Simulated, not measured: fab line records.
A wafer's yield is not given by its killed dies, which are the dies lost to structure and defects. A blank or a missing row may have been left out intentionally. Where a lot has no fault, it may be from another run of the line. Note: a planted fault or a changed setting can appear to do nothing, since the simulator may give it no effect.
Which tool was responsible? | flow sky130 | Sampling: 15 lots, 45 wafers, 2 of 708 route steps

== WHAT THE GAUGES READ, wafer by wafer ==
SKY_CAP2M_THK_MEAS_01.
lot  | measured     | on            | CAP2M_CVD_00_THK (nm)
L567 | day 39 15:16 | film metro-03 | 15.0 15.2 15.5
L569 | day 39 20:53 | film metro-04 | 15.1 14.9 15.1
L570 | day 40 14:33 | film metro-04 | 15.1 15.3 15.4
L572 | day 41 12:28 | film metro-04 | 15.7 15.5 15.7
L575 | day 42 17:35 | film metro-03 | 14.9 15.3 15.2
L574 | day 42 19:32 | film metro-03 | 15.5 16.0 15.7
L577 | day 42 20:06 | film metro-03 | 15.1 15.2 15.2
L576 | day 42 20:25 | film metro-03 | 15.2 16.0 15.7
L579 | day 43 06:56 | film metro-04 | 15.3 15.1 15.3
L580 | day 43 08:53 | film metro-01 | 15.7 15.2 15.8
L581 | day 43 15:55 | film metro-04 | 15.8 15.7 15.6
L582 | day 43 20:52 | film metro-01 | 16.1 15.8 15.6
L587 | day 45 06:13 | film metro-01 | 15.0 15.5 15.0
L588 | day 45 08:55 | film metro-03 | 15.1 15.4 15.6
L589 | day 45 10:37 | film metro-03 | 14.9 15.3 15.2

SKY_VIA4_BOW_MEAS_03.
lot  | measured     | on            | VIA4_BOW (um)
L567 | day 41 17:25 | film metro-03 | 88 86 86
L569 | day 41 23:23 | film metro-02 | 72 94 74
L570 | day 42 16:04 | film metro-03 | 63 84 76
L572 | day 43 12:39 | film metro-03 | 77 101 85
L575 | day 44 16:52 | film metro-03 | 79 70 75
L574 | day 44 18:46 | film metro-03 | 77 90 84
L577 | day 44 19:32 | film metro-03 | 76 92 76
L576 | day 44 19:46 | film metro-02 | 84 86 84
L579 | day 45 05:39 | film metro-02 | 70 78 64
L580 | day 45 08:21 | film metro-01 | 76 77 82
L581 | day 45 14:06 | film metro-01 | 79 74 66
L582 | day 45 19:22 | film metro-02 | 96 80 93
L587 | day 47 00:39 | film metro-03 | 85 74 80
L588 | day 47 03:56 | film metro-03 | 88 87 86
L589 | day 47 05:58 | film metro-02 | 79 65 69

== TOOL THAT RAN EACH LOT (tool first, then ch and the chambers of the sampled wafers, then the start) ==
Record: no process step prior to these readings.

== AS READ BY THE TOOLS THEMSELVES (means over the sampled wafers that have a number; for cases with no such wafer, the mark the record gives instead) ==
The record holds no such reading with a usual standard deviation.

== THE ANSWER, worked out from the rows above alone ==
Rule: usual is defined by the lots themselves. Put in order of their means at a reading, lots are off if they are a third of the lots or fewer, leave a main group of 4 or more, and stand apart from it by a gap of 3 or more times the standard deviation of the main group's means; of several such gaps the widest counts. If all means in a main group match to the digits the tables above print for the reading, that group is not used. Also off: a lot with no number at a reading for which 4 or more lots have one. Any other lot the step has rows for is counted as sound. Order of review: gauges by route order, followed by the tools' own readings, for which a lot's mean as printed above is used. The first step at which some lot is off is used, and at that step the reading that is off furthest; a lot without a number counts as furthest.
No lot is off on any of the readings shown, so nothing can be concluded from this.

== WHAT WAS PUT IN BY THE SIMULATOR ==
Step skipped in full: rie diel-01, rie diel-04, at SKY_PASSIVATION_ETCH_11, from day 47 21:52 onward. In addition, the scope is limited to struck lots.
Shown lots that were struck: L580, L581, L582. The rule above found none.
